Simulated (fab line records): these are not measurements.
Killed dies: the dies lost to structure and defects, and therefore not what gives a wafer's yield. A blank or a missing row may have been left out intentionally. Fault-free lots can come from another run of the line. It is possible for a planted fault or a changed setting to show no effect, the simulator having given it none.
What tool caused it? | flow sfq_line | 14 lots, 42 wafers sampled, at 5 steps of a route of 325

== WHAT THE GAUGES READ, wafer by wafer ==
The record holds no reading of a measuring or inspecting step that can be judged against a usual standard deviation.

== WHICH TOOL RAN EACH LOT (tool, then ch and the chambers of the sampled wafers, then the start) ==
lot  | SFQ_TRILAYER_I3_DEP_PECVD_081   | SFQ_TRILAYER_M4_STRIP_STRIP_097   | SFQ_TRILAYER_I4_VIA_LITHO_COAT_108 | SFQ_TRILAYER_I4_VIA_BARC_OPEN_VIA_ETCH_146 | SFQ_TRILAYER_JJ_CE_METRO_MEASURE_117
L369 | pecvd-02 ch 1,2, day 36 15:47   | rie_metal-01 ch 0,1, day 48 18:27 | litho_track-04 ch 0, day 49 07:51  | rie_diel-02 ch 0,1, day 52 03:19           | cd_sem-01, day 55 03:22
L370 | pecvd-02 ch 1,2, day 39 05:36   | rie_metal-04 ch 0, day 49 10:03   | litho_track-01 ch 0, day 50 12:46  | rie_diel-03 ch 1,2,3, day 53 13:01         | cd_sem-02, day 55 06:59
L371 | pecvd-01 ch 0,1,2, day 39 08:00 | rie_metal-01 ch 0,1, day 49 13:51 | litho_track-01 ch 0, day 50 15:52  | rie_diel-04 ch 0,3, day 53 16:37           | cd_sem-01, day 55 08:34
L372 | pecvd-03 ch 0,1, day 39 10:23   | rie_metal-01 ch 0,1, day 49 16:15 | litho_track-02 ch 0, day 50 16:55  | rie_diel-03 ch 0,1,3, day 53 19:01         | cd_sem-02, day 55 09:56
L373 | pecvd-01 ch 0,1,2, day 39 20:30 | rie_metal-01 ch 1, day 49 22:14   | litho_track-01 ch 0, day 50 21:46  | rie_diel-03 ch 0,1,3, day 53 22:37         | cd_sem-01, day 55 10:34
L374 | pecvd-02 ch 1,2, day 46 01:42   | rie_metal-02 ch 0,1, day 53 10:47 | litho_track-04 ch 0, day 55 05:52  | rie_diel-03 ch 1,3, day 55 12:58           | cd_sem-02, day 60 03:38
L375 | pecvd-03 ch 0,1,2, day 46 06:20 | rie_metal-04 ch 0,1, day 53 11:59 | litho_track-01 ch 0, day 55 08:26  | rie_diel-04 ch 1,2,3, day 55 14:10         | cd_sem-02, day 60 05:50
L384 | pecvd-01 ch 1,2, day 48 10:30   | rie_metal-04 ch 0,1, day 54 20:21 | litho_track-02 ch 0, day 56 15:47  | rie_diel-03 ch 1,2,3, day 56 18:04         | cd_sem-01, day 61 10:38
L385 | pecvd-02 ch 0,1, day 48 15:18   | rie_metal-04 ch 0,1, day 54 22:45 | litho_track-02 ch 0, day 56 21:50  | rie_diel-03 ch 2,3, day 57 00:04           | cd_sem-02, day 61 16:50
L386 | pecvd-03 ch 0,1,2, day 48 17:16 | rie_metal-02 ch 0, day 55 00:08   | litho_track-04 ch 0, day 56 21:49  | rie_diel-02 ch 0,2,3, day 61 11:50         | cd_sem-01, day 61 17:57
L388 | pecvd-02 ch 0,1,2, day 52 23:13 | rie_metal-04 ch 0,1, day 58 15:41 | litho_track-01 ch 0, day 59 19:41  | rie_diel-02 ch 1,2, day 64 09:33           | cd_sem-01, day 64 14:43
L389 | pecvd-02 ch 0,1, day 53 04:49   | rie_metal-02 ch 0,1, day 59 01:07 | litho_track-01 ch 0, day 60 01:35  | rie_diel-03 ch 1,2, day 64 21:33           | cd_sem-02, day 65 03:40
L390 | pecvd-02 ch 1,2, day 53 10:49   | rie_metal-02 ch 1, day 59 13:45   | litho_track-02 ch 0, day 60 13:36  | rie_diel-04 ch 0,2, day 65 11:57           | cd_sem-01, day 65 16:59
L391 | pecvd-01 ch 0,1,2, day 53 11:13 | rie_metal-04 ch 0,1, day 59 16:49 | litho_track-01 ch 0, day 60 16:33  | rie_diel-02 ch 0,1,2, day 65 15:33         | cd_sem-02, day 65 20:09
- SFQ_TRILAYER_I3_DEP_PECVD_081: deposits SiO2 from SiH4/N2O, time 111.11 s, target thk 500 nm.
- SFQ_TRILAYER_M4_STRIP_STRIP_097: strips in O2.
- SFQ_TRILAYER_I4_VIA_LITHO_COAT_108: resist thk 62 nm.
- SFQ_TRILAYER_I4_VIA_BARC_OPEN_VIA_ETCH_146: etches BARC in O2, target depth 125 nm, time 41.7 s.
- SFQ_TRILAYER_JJ_CE_METRO_MEASURE_117

== WHAT THE TOOLS THEMSELVES READ (means of the sampled wafers that have a number; where no wafer has one, the mark that the record gives instead) ==
SFQ_TRILAYER_I3_DEP_PECVD_081. Usual: heater_power_w 77 W, standard deviation 12; throttle_valve_pct 24.6 %, standard deviation 1.4.
lot  | tool     | heater_power_w (W) | throttle_valve_pct (%) | flag
L369 | pecvd-02 | 71                 | 24.5                   |
L370 | pecvd-02 | 69                 | 24.5                   |
L371 | pecvd-01 | 83                 | 25.7                   |
L372 | pecvd-03 | 82                 | 23.8                   |
L373 | pecvd-01 | 87                 | 25.7                   |
L374 | pecvd-02 | 62                 | 25.9                   |
L375 | pecvd-03 | 75                 | 24.4                   |
L384 | pecvd-01 | 85                 | 22.5                   |
L385 | pecvd-02 | 63                 | 26.2                   |
L386 | pecvd-03 | 77                 | 24.7                   |
L388 | pecvd-02 | 71                 | 25.5                   |
L389 | pecvd-02 | 71                 | 25.6                   |
L390 | pecvd-02 | 62                 | 26.4                   |
L391 | pecvd-01 | 82                 | 22.9                   |

SFQ_TRILAYER_M4_STRIP_STRIP_097. Usual: drypump_motor_current_A 5.67 A, standard deviation 0.17; oes_product_au 1.001 a.u., standard deviation 0.007.
lot  | tool         | drypump_motor_current_A (A) | oes_product_au (a.u.) | flag
L369 | rie_metal-01 | 5.59                        | 1.000                 |
L370 | rie_metal-04 | 5.79                        | 1.008                 |
L371 | rie_metal-01 | 5.59                        | 1.004                 |
L372 | rie_metal-01 | 5.60                        | 1.000                 |
L373 | rie_metal-01 | 5.61                        | 1.015                 |
L374 | rie_metal-02 | 5.60                        | 0.996                 |
L375 | rie_metal-04 | 5.85                        | 0.990                 |
L384 | rie_metal-04 | 5.83                        | 1.008                 |
L385 | rie_metal-04 | 5.82                        | 1.000                 |
L386 | rie_metal-02 | 5.74                        | 1.002                 |
L388 | rie_metal-04 | 5.88                        | 0.998                 |
L389 | rie_metal-02 | 5.58                        | 1.006                 |
L390 | rie_metal-02 | 5.38                        | 1.003                 |
L391 | rie_metal-04 | 5.87                        | 0.999                 |

SFQ_TRILAYER_I4_VIA_BARC_OPEN_VIA_ETCH_146. Usual: drypump_motor_current_A 5.8 A, standard deviation 0.5; oes_product_au 0.685 a.u., standard deviation 0.005.
lot  | tool        | drypump_motor_current_A (A) | oes_product_au (a.u.) | flag
L369 | rie_diel-02 | 5.7                         | 0.684                 |
L370 | rie_diel-03 | 5.9                         | 0.680                 |
L371 | rie_diel-04 | 6.2                         | 0.686                 |
L372 | rie_diel-03 | 6.3                         | 0.692                 |
L373 | rie_diel-03 | 6.2                         | 0.687                 |
L374 | rie_diel-03 | 6.1                         | 0.681                 |
L375 | rie_diel-04 | 5.8                         | 0.692                 |
L384 | rie_diel-03 | 5.9                         | 0.636                 | OFF
L385 | rie_diel-03 | 5.5                         | 0.659                 | OFF
L386 | rie_diel-02 | 5.6                         | 0.680                 |
L388 | rie_diel-02 | 5.3                         | 0.686                 |
L389 | rie_diel-03 | 6.2                         | 0.678                 |
L390 | rie_diel-04 | 5.5                         | 0.691                 |
L391 | rie_diel-02 | 5.5                         | 0.685                 |

SFQ_TRILAYER_JJ_CE_METRO_MEASURE_117. Usual: cd_nm at 699.9 nm, with a standard deviation of 1.4.
lot  | tool      | cd_nm (nm) | flag
L369 | cd_sem-01 | 697.8      |
L370 | cd_sem-02 | 701.5      |
L371 | cd_sem-01 | 701.1      |
L372 | cd_sem-02 | 699.1      |
L373 | cd_sem-01 | 700.1      |
L374 | cd_sem-02 | 700.0      |
L375 | cd_sem-02 | 700.0      |
L384 | cd_sem-01 | 698.5      |
L385 | cd_sem-02 | 698.2      |
L386 | cd_sem-01 | 701.9      |
L388 | cd_sem-01 | 698.6      |
L389 | cd_sem-02 | 701.4      |
L390 | cd_sem-01 | 701.6      |
L391 | cd_sem-02 | 698.9      |

== THE ANSWER, worked out from the rows above alone ==
Rule: a lot counts as off when the mean over its wafers that have a number is more than 3 standard deviations away from the usual mean. A lot without any number at a reading at which 4 lots or more have one is off too. The other lots that the step has rows for count as sound. Order of review: gauges by route order, followed by the tools' own readings, for which a lot's mean as printed above is used. At the first step where some lot is off, the reading lying furthest off is the one used; lots without a number count as furthest.
Off: L384, L385 (SFQ_TRILAYER_I4_VIA_BARC_OPEN_VIA_ETCH_146, oes_product_au).
A tool fits if, at that step or a process step before it, it ran every lot that is off, and no sound lot after the first of them. No candidate that was tried fits.

== WHAT THE SIMULATOR PUT IN ==
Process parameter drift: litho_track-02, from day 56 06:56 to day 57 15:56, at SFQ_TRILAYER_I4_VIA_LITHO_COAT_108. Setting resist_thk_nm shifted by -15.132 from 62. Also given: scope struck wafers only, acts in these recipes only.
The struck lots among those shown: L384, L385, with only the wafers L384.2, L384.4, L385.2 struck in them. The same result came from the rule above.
